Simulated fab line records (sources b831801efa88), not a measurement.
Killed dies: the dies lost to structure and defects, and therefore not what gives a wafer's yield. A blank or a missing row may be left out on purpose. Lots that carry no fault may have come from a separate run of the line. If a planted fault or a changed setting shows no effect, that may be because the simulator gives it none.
The tool behind it: which one? ; flow gf180mcu ; 21 wafers sampled from 7 lots at 1 step of a route of 602

## WHAT THE GAUGES READ, wafer by wafer
GF_V1_THK_MEAS_25: measures by xrf.
lot;measured;on;V1_W_THK (nm)
L801;day 18 14:56;film metro-04;355 350 356
L803;day 19 08:26;film metro-04;353 345 347
L807;day 21 02:06;film metro-04;365 362 353
L812;day 22 15:34;film metro-04;345 356 348
L816;day 24 04:11;film metro-02;355 365 355
L818;day 24 21:27;film metro-04;339 349 341
L819;day 25 10:17;film metro-02;362 354 362

## WHICH TOOL RAN EACH LOT (tool, then ch and the chambers of the sampled wafers, then the start)
No process step before these readings appears in the record.

## THE ANSWER, worked out from the rows above alone
Rule: usual is defined by the lots themselves. The widest of any qualifying gaps counts: lots, ordered by their means at a reading, are off when they make up no more than a third of the lots, leave a main group of 4 or more, and stand apart from it by 3 or more times the standard deviation of that group's means. A main group whose means are all the same, to the digits that the tables above print for the reading, isn't used. Also off: a lot with no number at a reading for which 4 or more lots have one. The other lots that the step has rows for count as sound.
None of the lots is off at any reading shown; this tells nothing.

## WHAT THE SIMULATOR HAD PUT IN
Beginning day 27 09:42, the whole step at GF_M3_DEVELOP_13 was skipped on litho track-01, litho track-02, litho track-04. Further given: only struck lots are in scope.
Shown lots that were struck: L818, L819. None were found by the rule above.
